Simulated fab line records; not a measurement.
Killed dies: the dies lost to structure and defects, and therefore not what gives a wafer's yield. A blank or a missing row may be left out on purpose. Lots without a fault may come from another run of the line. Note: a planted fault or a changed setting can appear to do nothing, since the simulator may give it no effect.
Which tool did it?	flow gf180mcu	Sampling: 7 lots, 21 wafers, 2 of 602 route steps

## WHAT THE GAUGES SHOWED, per wafer
GF_TOP_METAL_CD_MEAS_14: the cd target is 440 nm.
lot	measured	on	cdNm (nm)
L817	day 28 23:56	cdSem-02	438.6 439.7 441.3
L819	day 29 07:30	cdSem-01	440.3 439.1 440.5
L821	day 29 23:50	cdSem-01	437.5 436.8 438.1
L824	day 30 16:47	cdSem-01	438.6 439.8 439.2
L826	day 31 07:56	cdSem-02	439.8 440.1 440.0
L828	day 32 01:20	cdSem-01	442.7 442.3 440.8
L830	day 32 10:22	cdSem-01	441.4 441.2 443.2

## TOOL THAT RAN EACH LOT (tool first, then ch and the chambers of the sampled wafers, then the start)
lot	GF_STI_OXIDATION_29
L817	furnace-01 ch 0, day 2 15:01
L819	furnace-01 ch 0, day 3 01:25
L821	furnace-01 ch 0, day 3 12:34
L824	furnace-01 ch 0, day 4 04:06
L826	furnace-01 ch 0, day 4 12:43
L828	furnace-02 ch 0, day 5 00:05
L830	furnace-01 ch 0, day 5 11:07
- GF_STI_OXIDATION_29: stabilise 600 s, purge 300 s, target thk 10 nm.

## THE ANSWER, worked out from the rows above alone
Rule: what is usual is taken from the lots themselves. Put in order of their means at a reading, lots are off if they are a third of the lots or fewer, leave a main group of 4 or more, and stand apart from it by a gap of 3 or more times the standard deviation of the main group's means; of several such gaps the widest counts. The tables above print the reading to a certain number of digits; a main group whose means all agree to those digits is not used. A lot without any number at a reading at which 4 lots or more have one is off too. All remaining lots with rows at the step are treated as sound.
No lot is off at any reading shown: from this, nothing can be told.

## WHAT HAD BEEN PUT IN BY THE SIMULATOR
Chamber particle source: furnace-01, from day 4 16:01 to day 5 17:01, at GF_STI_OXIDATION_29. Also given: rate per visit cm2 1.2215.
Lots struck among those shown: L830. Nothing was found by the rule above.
